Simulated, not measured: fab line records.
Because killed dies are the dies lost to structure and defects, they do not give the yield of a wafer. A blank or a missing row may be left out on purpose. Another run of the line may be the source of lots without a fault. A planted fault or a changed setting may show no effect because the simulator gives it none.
fab line records	flow sky130
[record] lots = 13	wafers = 39	last_day = 50
route steps=708 shown FIELD_ISO@17 NWELL@34 PWDE@53 VT_ADJUST_LVTN@115 PAD_OPEN@708
lots untouched by any fault: they come from a run of this same line in which no faults occurred
start_h: start of the lot's first displayed wafer, in hours after the record's first day	wait_h: how many hours have passed since the lot's step before this one	" the same as in the row above	L1.1+2: several wafers, shown together as one row	- either no value or no given start	* or withheld: withheld	< > ~ a bound
route shown NAME@n: names a module that has steps shown in the file, with the first one's number in the route	usual: mean and standard deviation over wafers with no fault	same: alike in all rows	chamber/n: place in a boat	sites: the reading at each site	_std_site: standard deviation across them	_edge_site: the outer-site mean with the inner-site mean subtracted	radius_mm: how far each site lies from the wafer's centre	mask NAME#n: copy n	behind: the last tool/chamber to shape the wafer	hold: why the lot went on hold/how many hours it stayed there/how the hold came to an end	device: the transistor (n, p or np) that didn't switch	end of line: at the end of the route, the tests of the same wafers	step lacking rows: just its recipe	killed: at the first sort, the dies lost to defects and structure; wafer yield is something else	map: dies across one wafer; x = killed, . = not, _ = none there
set.NAME: the setting that was run; set.NAME@STEP: the one run at that earlier step	model.NAME: the simulator's own value behind a step, which no gauge read
one table for each step of the route and one row for each wafer, over a sample of lots
services: a tool's chamber out of use, with start hour (start_h, from the record's first day; less than 0 if before it), hours out, and reason
[[steps]]
[step SKY_FIELD_ISO_STRIP_16]
[recipe] chemistry = O2/N2	power_w = 1400	pressure_mtorr = 1500	platen_temp_c = withheld	o2_flow_sccm = 3000	n2_flow_sccm = 300	overash_fraction = 0.5
[usual] drypump_motor_current_A = 5.54/0.24	oes_product_au = 0.378/0.0049	strip_time_to_endpoint_s = 3.550/0.024
lot.wafer	tool	chamber	start_h	wait_h	drypump_motor_current_A	oes_product_au	rf_hours_counter_h	strip_time_to_endpoint_s
L536.2	plasma_asher-03	1	50.73	0.0	5.56	0.380	37	3.566
L536.3	"	0	"	"	5.36	0.380	-	3.524
L536.5	"	1	"	"	5.59	0.379	-	3.515
L537.3	plasma_asher-03	0	55.03	0.1	5.35	0.380	-	3.545
L537.4	"	1	"	"	5.56	0.370	-	3.543
L537.5	"	0	"	"	5.37	0.379	-	3.576
L538.2	plasma_asher-03	0	61.45	0.0	5.36	0.380	38	3.563
L538.3	"	1	"	"	5.57	0.381	-	3.565
L538.6	"	0	"	"	5.36	0.373	-	3.543
L539.2	plasma_asher-03	0	67.45	0.0	5.36	0.387	39	3.547
L539.5	"	1	"	"	5.56	0.384	-	3.561
L539.6	"	0	"	"	5.34	0.377	-	3.589
L540.2	plasma_asher-02	1	70.29	0.0	5.36	0.374	40	3.550
L540.3	"	0	"	"	5.33	0.368	-	3.547
L540.6	"	0	"	"	5.31	0.372	-	3.564
L541.3	plasma_asher-03	0	75.11	0.1	5.35	0.384	-	3.559
L541.4	"	1	"	"	5.59	0.387	-	3.568
L541.6	"	0	"	"	5.35	0.378	-	3.548
L542.2	plasma_asher-01	0	80.64	0.0	6.06	0.377	39	3.539
L542.4	"	0	"	"	6.06	0.377	-	3.541
L542.6	"	0	"	"	6.06	0.378	-	3.543
L544.2	plasma_asher-01	0	92.58	0.0	6.06	0.378	40	3.524
L544.3	"	0	"	"	6.06	0.376	-	3.577
L544.6	"	1	"	"	5.87	0.374	-	3.540
L545.1	plasma_asher-02	1	98.39	0.0	5.36	0.382	42	3.571
L545.2	"	0	"	"	5.33	0.385	42	3.577
L545.3	"	0	"	"	5.29	0.378	-	3.561
L548.1	plasma_asher-03	1	111.40	0.0	5.58	0.374	44	3.606
L548.3	"	1	"	"	5.59	0.374	-	3.564
L548.6	"	1	"	"	5.57	0.383	-	3.542
L549.1	plasma_asher-03	1	117.70	0.0	5.58	0.372	45	3.561
L549.3	"	0	"	"	5.35	0.378	-	3.592
L549.4	"	1	"	"	5.58	0.377	-	3.578
L550.1	plasma_asher-03	1	122.30	0.0	5.57	0.372	45	3.564
L550.2	"	0	"	"	5.36	0.385	45	3.576
L550.6	"	0	"	"	5.36	0.371	-	3.538
L554.2	plasma_asher-02	1	146.33	0.0	5.37	0.378	46	3.584
L554.5	"	1	"	"	5.36	0.382	-	3.599
L554.6	"	0	"	"	5.30	0.377	-	3.556
[step SKY_NWELL_THK_MEAS_02]
[recipe] reads = SiO2_of_NWELL_OXIDATION_01
[usual] NWELL_OXIDATION_THK = 10.06/0.22
lot.wafer	tool	chamber	start_h	wait_h	NWELL_OXIDATION_THK[nm]
L536.2	film_metro-02	-	57.76	0.0	10.37
L536.3	"	-	"	"	10.26
L536.5	"	-	"	"	10.36
L537.3	film_metro-01	-	65.09	0.0	10.52
L537.4	"	-	"	"	10.35
L537.5	"	-	"	"	10.63
L538.2	film_metro-01	-	68.58	0.0	9.87
L538.3	"	-	"	"	10.03
L538.6	"	-	"	"	9.95
L539.2	film_metro-04	-	73.07	0.0	9.80
L539.5	"	-	"	"	9.68
L539.6	"	-	"	"	9.77
L540.2	film_metro-02	-	76.00	0.0	10.07
L540.3	"	-	"	"	10.29
L540.6	"	-	"	"	10.09
L541.3	film_metro-02	-	81.73	0.0	10.46
L541.4	"	-	"	"	10.57
L541.6	"	-	"	"	10.45
L542.2	film_metro-02	-	88.60	0.0	10.36
L542.4	"	-	"	"	10.55
L542.6	"	-	"	"	10.46
L544.2	film_metro-02	-	100.13	0.0	9.92
L544.3	"	-	"	"	9.99
L544.6	"	-	"	"	9.88
L545.1	film_metro-02	-	104.12	0.0	10.00
L545.2	"	-	"	"	9.96
L545.3	"	-	"	"	10.03
L548.1	film_metro-04	-	122.02	0.0	10.23
L548.3	"	-	"	"	10.07
L548.6	"	-	"	"	10.16
L549.1	film_metro-02	-	128.86	0.0	10.25
L549.3	"	-	"	"	10.11
L549.4	"	-	"	"	10.17
L550.1	film_metro-01	-	133.95	0.0	9.93
L550.2	"	-	"	"	9.83
L550.6	"	-	"	"	9.84
L554.2	film_metro-02	-	155.41	0.0	9.84
L554.5	"	-	"	"	10.02
L554.6	"	-	"	"	9.81
[step SKY_PWDE_IMPLANT_08]
[recipe] species = B	energy_kev = 150	dose_cm2 = 3.6e+12	tilt_deg = withheld
[usual] beam_energy_keV = 150.01/0.049
lot.wafer	tool	chamber	start_h	wait_h	beam_energy_keV
L536.2	implanter-04	0	90.93	0.0	150.06
L536.3	"	0	"	"	149.96
L536.5	"	0	"	"	149.97
L537.3	implanter-01	0	98.72	0.1	150.05
L537.4	"	0	"	"	149.97
L537.5	"	0	"	"	149.95
L538.2	implanter-04	0	102.88	0.0	150.12
L538.3	"	0	"	"	150.08
L538.6	"	0	"	"	150.07
L539.2	implanter-03	0	108.05	0.0	150.11
L539.5	"	0	"	"	150.08
L539.6	"	0	"	"	150.07
L540.2	implanter-03	0	112.00	0.0	150.10
L540.3	"	0	"	"	150.06
L540.6	"	0	"	"	150.00
L541.3	implanter-01	0	117.22	0.1	149.96
L541.4	"	0	"	"	150.04
L541.6	"	0	"	"	150.05
L542.2	implanter-01	0	123.83	0.0	150.00
L542.4	"	0	"	"	149.98
L542.6	"	0	"	"	150.00
L544.2	implanter-04	0	137.34	0.0	149.93
L544.3	"	0	"	"	150.03
L544.6	"	0	"	"	149.98
L545.1	implanter-04	0	141.43	0.0	149.94
L545.2	"	0	"	"	149.94
L545.3	"	0	"	"	149.95
L548.1	implanter-03	0	160.33	0.0	149.90
L548.3	"	0	"	"	149.92
L548.6	"	0	"	"	149.99
L549.1	implanter-01	0	168.33	0.0	157.10
L549.3	"	0	"	"	157.11
L549.4	"	0	"	"	157.06
L550.1	implanter-01	0	173.82	0.0	157.04
L550.2	"	0	"	"	157.06
L550.6	"	0	"	"	157.02
L554.2	implanter-03	0	196.14	0.0	149.93
L554.5	"	0	"	"	150.04
L554.6	"	0	"	"	150.00
[step SKY_VT_ADJUST_LVTN_OVL_MEAS_18]
[usual] VT_ADJUST_LVTN_01_OVL = -0.1/1.4
lot.wafer	tool	chamber	start_h	wait_h	VT_ADJUST_LVTN_01_OVL[nm]
L536.2	overlay-01	-	190.04	0.1	0.0
L536.3	"	-	"	"	-0.7
L536.5	"	-	"	"	-0.8
L537.3	overlay-01	-	196.02	0.1	0.3
L537.4	"	-	"	"	-0.4
L537.5	"	-	"	"	1.2
L538.2	overlay-01	-	203.85	0.1	-0.1
L538.3	"	-	"	"	0.8
L538.6	"	-	"	"	0.7
L539.2	overlay-02	-	207.49	0.1	-1.4
L539.5	"	-	"	"	0.0
L539.6	"	-	"	"	-1.9
L540.2	overlay-01	-	213.80	0.1	0.5
L540.3	"	-	"	"	1.4
L540.6	"	-	"	"	1.8
L541.3	overlay-01	-	219.19	0.1	0.8
L541.4	"	-	"	"	0.4
L541.6	"	-	"	"	1.6
L542.2	overlay-01	-	227.19	0.1	2.3
L542.4	"	-	"	"	1.2
L542.6	"	-	"	"	3.0
L544.2	overlay-01	-	242.87	0.1	-0.5
L544.3	"	-	"	"	-0.8
L544.6	"	-	"	"	-1.1
L545.1	overlay-01	-	248.09	0.1	-2.5
L545.2	"	-	"	"	-2.5
L545.3	"	-	"	"	-2.1
L548.1	overlay-02	-	271.06	0.1	1.3
L548.3	"	-	"	"	-0.6
L548.6	"	-	"	"	0.6
L549.1	overlay-01	-	280.48	0.1	1.1
L549.3	"	-	"	"	-0.6
L549.4	"	-	"	"	0.8
L550.1	overlay-01	-	285.96	0.1	0.8
L550.2	"	-	"	"	3.1
L550.6	"	-	"	"	0.5
L554.2	overlay-01	-	314.14	0.1	1.2
L554.5	"	-	"	"	0.6
L554.6	"	-	"	"	0.8
[step SKY_PAD_OPEN_PROBE_99]
[usual] killed_at_M0_to_M3 = 43/7.2	killed_at_M4_up = 3.0/1.7	killed_at_contacts = 24/5.3	killed_at_front_end = 15/4.6	killed_at_other = 0.3/0.5	killed_dies = 85/10	killed_open = 46/7.2	killed_short = 39/6.4
[same] gross_dies = 492	killed_at_back_side = 0
lot.wafer	tool	chamber	start_h	wait_h	killed_at_M0_to_M3	killed_at_M4_up	killed_at_contacts	killed_at_front_end	killed_at_other	killed_dies	killed_open	killed_short
L542.2	prober-02	-	1139.90	0.1	41	1	21	16	0	79	44	35
L542.4	prober-02	-	1140.00	0.2	51	7	23	8	0	89	42	47
L542.6	prober-02	-	1140.10	0.2	41	0	19	15	0	75	40	35
// killed by level:class
L542.2 VIA3:geometric_particle:open=11 LI_CONTACT:geometric_particle:open=9 VIA1:geometric_particle:open=9 POLY_GATE:geometric_particle:short=6 FIELD_ISO:geometric_particle:open=4 CONTACT:geometric_particle:short=4 CONTACT:geometric_particle:open=4 VIA3:geometric_particle:short=4
L542.4 VIA1:geometric_particle:open=12 VIA2:geometric_particle:open=11 CONTACT:geometric_particle:short=9 METAL2:geometric_particle:short=8 VIA1:geometric_particle:short=7 CONTACT:geometric_particle:open=5 LI_CONTACT:geometric_particle:short=4 METAL4:geometric_particle:short=4
L542.6 VIA1:geometric_particle:open=10 CONTACT:geometric_particle:open=6 VIA2:geometric_particle:open=5 CONTACT:geometric_particle:short=5 VIA1:geometric_particle:short=5 FIELD_ISO:geometric_particle:open=4 POLY_GATE:geometric_particle:short=4 LOCAL_INTERCONNECT:geometric_particle:short=4
[[services]]
tool	chamber	start_h	hours	kind
implanter-04	-	27.11	5.7	pm
implanter-04	-	53.52	0.7	repair
implanter-04	-	54.64	1.8	repair
plasma_asher-01	-	59.82	1.0	repair
implanter-01	-	87.44	6.7	repair
plasma_asher-03	-	92.37	1.6	repair
plasma_asher-02	-	106.92	14.6	pm
plasma_asher-01	-	108.75	9.0	pm
plasma_asher-01	0	108.75	9.0	vent_cycle
plasma_asher-01	1	108.75	9.0	vent_cycle
plasma_asher-01	0	117.75	-	clean
plasma_asher-01	1	117.75	-	clean
implanter-01	-	151.36	2.3	repair
plasma_asher-01	-	196.23	1.2	repair
[[key]]
[first_sign] step = SKY_PWDE_IMPLANT_08	reading = beam_energy_keV	direction = up	sigmas = 99+	usual = *	struck = *
effect none on later readings
met_at SKY_PWDE_IMPLANT_08
struck_lots L549,L550
tester_left_out L549,L550
not_acting_at SKY_FIELD_ISO_STRIP_16,SKY_NWELL_THK_MEAS_02,SKY_VT_ADJUST_LVTN_OVL_MEAS_18
onset_between 123.83 168.33
[fault] kind = process_parameter_drift	tool = implanter-01	chamber = -	onset_h = 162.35	steps = SKY_PWDE_IMPLANT_08	channel = energy_kev	offset = *	shape = step	end_h = 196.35	acts_in = *	stated = *
// tester_left_out: of these lots the tester's yield and bins aren't shown, on N5 and GAA mostly nor the transistor test; their killed dies are dies lost to structure and defects alone, not to doping, threshold or leakage, so they don't give the yield
